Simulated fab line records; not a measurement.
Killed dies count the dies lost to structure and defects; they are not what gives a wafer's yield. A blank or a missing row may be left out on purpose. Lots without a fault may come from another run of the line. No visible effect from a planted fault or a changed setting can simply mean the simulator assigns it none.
What tool caused it? -- flow sky130 -- 11 lots with 33 wafers sampled at 4 steps, on a route of 708 steps

== WHAT THE GAUGES READ, wafer by wafer ==
SKY_CAPM_THK_MEAS_01. Usual: CAPM_CVD_00_THK 15.58 nm, standard deviation 0.22.
lot,measured,on,CAPM_CVD_00_THK (nm),flag
L196,day 37 17:48,film_metro-02,15.46 15.65 15.49,
L198,day 38 11:46,film_metro-03,15.36 15.32 15.83,
L200,day 38 20:55,film_metro-03,15.52 15.44 15.96,
L201,day 39 05:58,film_metro-02,15.62 15.92 15.53,
L202,day 39 13:14,film_metro-01,15.53 15.62 15.81,
L206,day 40 20:37,film_metro-01,15.45 15.47 15.63,
L207,day 41 01:52,film_metro-03,6.20 15.36 6.48,OFF
L209,day 41 14:32,film_metro-02,6.17 15.50 6.16,OFF
L211,day 42 02:05,film_metro-02,15.55 15.31 15.60,
L212,day 42 08:51,film_metro-01,15.49 15.63 15.84,
L214,day 42 22:16,film_metro-03,15.50 15.65 15.80,

== TOOL THAT RAN EACH LOT (tool first, then ch and the chambers of the sampled wafers, then the start) ==
lot,SKY_METAL3_SPUTTER_03,SKY_METAL3_SPUTTER_04,SKY_CAPM_CVD_00
L196,"pvd_sputter-04, day 37 17:42","pvd_sputter-04, day 37 17:43","pecvd-04 ch 0,2, day 37 17:46"
L198,"pvd_sputter-03, day 38 11:41","pvd_sputter-03, day 38 11:42","pecvd-03 ch 0,1,2, day 38 11:44"
L200,"pvd_sputter-01, day 38 20:50","pvd_sputter-01, day 38 20:51","pecvd-03 ch 0,2, day 38 20:54"
L201,"pvd_sputter-04, day 39 05:52","pvd_sputter-04, day 39 05:52","pecvd-04 ch 0,1, day 39 05:55"
L202,"pvd_sputter-01, day 39 13:08","pvd_sputter-01, day 39 13:10","pecvd-04 ch 1,2, day 39 13:13"
L206,"pvd_sputter-01, day 40 20:31","pvd_sputter-01, day 40 20:32","pecvd-01 ch 1,2, day 40 20:35"
L207,"pvd_sputter-03, day 41 01:44","pvd_sputter-03, day 41 01:46","pecvd-04 ch 0,2, day 41 01:49"
L209,"pvd_sputter-03, day 41 14:26","pvd_sputter-03, day 41 14:28","pecvd-04 ch 1,2, day 41 14:31"
L211,"pvd_sputter-04, day 42 01:59","pvd_sputter-04, day 42 02:01","pecvd-01 ch 0,2, day 42 02:04"
L212,"pvd_sputter-04, day 42 08:46","pvd_sputter-04, day 42 08:47","pecvd-01 ch 1,2, day 42 08:49"
L214,"pvd_sputter-04, day 42 22:10","pvd_sputter-04, day 42 22:11","pecvd-03 ch 1,2, day 42 22:14"
- SKY_METAL3_SPUTTER_03: material Ti, target thk 5 nm, time 3.3 s.
- SKY_METAL3_SPUTTER_04: material TiN, target thk 70 nm, time 58.3 s.
- SKY_CAPM_CVD_00: deposits SiO2, target thk 15.5 nm.

== AS READ BY THE TOOLS THEMSELVES (means over the sampled wafers that have a number; for cases with no such wafer, the mark the record gives instead) ==
SKY_METAL3_SPUTTER_03. Usual: cathode_dc_power_W 3000.1 W, standard deviation 0.61; throttle_valve_pct 29.5 %, standard deviation 1.3.
lot,tool,cathode_dc_power_W (W),throttle_valve_pct (%),flag
L196,pvd_sputter-04,3000.6,28.3,
L198,pvd_sputter-03,2999.8,31.3,
L200,pvd_sputter-01,3000.1,29.1,
L201,pvd_sputter-04,2999.9,29.4,
L202,pvd_sputter-01,2999.3,28.1,
L206,pvd_sputter-01,3000.1,28.3,
L207,pvd_sputter-03,3000.4,30.3,
L209,pvd_sputter-03,3000.5,30.5,
L211,pvd_sputter-04,2999.7,30.8,
L212,pvd_sputter-04,3000.3,30.6,
L214,pvd_sputter-04,3000.2,30.6,

SKY_METAL3_SPUTTER_04. Usual: cathode_dc_power_W 6499.8 W, standard deviation 1.1; throttle_valve_pct 29.5 %, standard deviation 1.3.
lot,tool,cathode_dc_power_W (W),throttle_valve_pct (%),flag
L196,pvd_sputter-04,6499.7,28.3,
L198,pvd_sputter-03,6500.1,31.2,
L200,pvd_sputter-01,6500.1,28.8,
L201,pvd_sputter-04,6499.8,29.4,
L202,pvd_sputter-01,6499.2,28.0,
L206,pvd_sputter-01,6500.2,28.5,
L207,pvd_sputter-03,6500.1,30.4,
L209,pvd_sputter-03,6500.7,30.5,
L211,pvd_sputter-04,6499.1,30.8,
L212,pvd_sputter-04,6500.7,30.5,
L214,pvd_sputter-04,6499.8,30.6,

SKY_CAPM_CVD_00. Usual: heater_power_w 718 W, standard deviation 96.
lot,tool,heater_power_w (W),flag
L196,pecvd-04,630,
L198,pecvd-03,663,
L200,pecvd-03,678,
L201,pecvd-04,580,
L202,pecvd-04,716,
L206,pecvd-01,795,
L207,pecvd-04,627,
L209,pecvd-04,696,
L211,pecvd-01,781,
L212,pecvd-01,786,
L214,pecvd-03,682,

== THE ANSWER, worked out from the rows above alone ==
Rule: take the mean of a lot's wafers that have a number; if it is more than 3 standard deviations from the usual mean, the lot is off. Also off: a lot with no number at a reading for which 4 or more lots have one. Any other lot the step has rows for is counted as sound. After the gauges, taken in route order, come the tools' own readings; for these a lot's mean is taken, as printed above. The first step at which some lot is off is used, and at that step the reading that is off furthest; a lot without a number counts as furthest.
Off: L207, L209, seen at SKY_CAPM_THK_MEAS_01 (CAPM_CVD_00_THK).
A tool fits if, at a process step before that reading, it ran every lot that is off, and no sound lot after the first of them. Those tools and the gauges at SKY_CAPM_THK_MEAS_01 are tried in the same way. This does not decide it: 2 tools fit, namely pvd_sputter-03 at SKY_METAL3_SPUTTER_03 and SKY_METAL3_SPUTTER_04 and pecvd-04 at SKY_CAPM_CVD_00.

== WHAT THE SIMULATOR HAD PUT IN ==
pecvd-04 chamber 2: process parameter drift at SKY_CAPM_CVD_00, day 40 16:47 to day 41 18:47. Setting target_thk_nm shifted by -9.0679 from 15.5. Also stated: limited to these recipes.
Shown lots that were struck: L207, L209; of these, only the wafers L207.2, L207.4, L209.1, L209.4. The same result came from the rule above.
